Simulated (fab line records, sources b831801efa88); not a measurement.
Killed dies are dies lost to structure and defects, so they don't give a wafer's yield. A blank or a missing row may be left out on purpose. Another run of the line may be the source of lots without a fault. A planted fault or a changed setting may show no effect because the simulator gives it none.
Struck lot and sound lot, side by side	flow gf180mcu	16 out of 602 route steps
Sound: these wafers, L829.1, L829.3, L829.6. Struck: wafers L840.1, L840.4, L840.5. The cause is named last.
Per side, at each step with rows, come the tool, then ch with its chambers, and then its first start. Under that, the readings that differ: sound wafers	struck wafers	difference of the means	sigmas: that difference in standard deviations of wafers without a fault.
alike: words and numbers the same on both sides, and readings whose means are apart by under 2 such deviations; not compared: readings that were withheld, readings missing a value for some wafer, numbers with overlapping values and no deviation given by the record, and bounds like >300 which may hide the same value.
A row with sigmas, a row that says differs or no value, or rows on one side alone: a step with any of these is where the two part. Non-overlapping numbers with no deviation appear without sigmas and do not part them. Lack of a reading on every wafer of one side parts them only where that side has two or more wafers.

first, 1 step without rows for these wafers: GF_HV_LDD_IMPLANT_36.
GF_HV_LDD_STRIP_37: strips in O2/N2.
  sound on plasma_asher-01 ch 0,1, day 12 09:00; struck on plasma_asher-01 ch 0,1, day 16 01:35
reading	sound	struck	difference	sigmas
strip_time_to_endpoint_s (s)	12.70 12.64 12.65	12.55 12.52 12.59	-0.11	-3
  alike: chamber_pressure_mTorr, drypump_motor_current_A, heater_power_w, oes_product_au
  not compared: rf_hours_counter_h
GF_HV_LDD_TW_MEAS_38:
  sound: film_metro-04 at day 12 09:06; struck: film_metro-03 at day 16 01:41
reading	sound	struck	difference	sigmas
HV_LDD_3_TW	1435 1430 1437	1417 1410 1408	-22	-2
then, 7 steps without rows for these wafers: GF_HV_LDD_DEHYDRATE_39 (time 60 s); GF_HV_LDD_HMDS_40 (prime time 60 s); GF_HV_LDD_COAT_41 (resist thk 984.4 nm); GF_HV_LDD_SOFTBAKE_42 (time 60 s); GF_HV_LDD_EXPOSE_43 (exposes mask Pplus HV AREA, target cd 400 nm); GF_HV_LDD_PEB_44; GF_HV_LDD_DEVELOP_45 (develop time 60 s).
GF_HV_LDD_CD_MEAS_46 targets a cd of 400 nm.
  sound: cd_sem-02 at day 13 04:18; struck: cd_sem-02 at day 16 23:37
  alike: cd_nm
GF_HV_LDD_OVL_MEAS_47:
  sound: overlay-02 at day 13 04:25; struck: overlay-02 at day 16 23:44
  alike: HV_LDD_03_OVL
GF_HV_LDD_IMPLANT_48:
  sound on implanter-02 ch 0, day 13 04:27; struck on implanter-02, day 16 23:47
  no value came back on the struck wafers for beam_energy_keV, beam_on_s (s), dose_ions_cm2, faraday_current_uA; on the sound wafers beam_energy_keV reads 25.003 24.999 25.010
GF_HV_LDD_STRIP_49: strips in O2/N2.
  sound on plasma_asher-01 ch 1, day 13 04:36; struck on plasma_asher-02 ch 0,1, day 16 23:56
  alike: chamber_pressure_mTorr, drypump_motor_current_A, heater_power_w, oes_product_au, strip_time_to_endpoint_s
  not compared: rf_hours_counter_h
GF_HV_LDD_TW_MEAS_50:
  sound: film_metro-03 at day 13 04:42; struck: film_metro-01 at day 17 00:02
reading	sound	struck	difference	sigmas
HV_LDD_4_TW	557 553 555	30 30 30	-525	-99 or more
then, 1 step without rows for these wafers: GF_HV_LDD_CLEAN_51 (cleans in SC1/SC2, time 150 s).

WHERE THEY PART
First at GF_HV_LDD_STRIP_37; last, within this record, at GF_HV_LDD_TW_MEAS_50.

WHY: what had been put in by the simulator
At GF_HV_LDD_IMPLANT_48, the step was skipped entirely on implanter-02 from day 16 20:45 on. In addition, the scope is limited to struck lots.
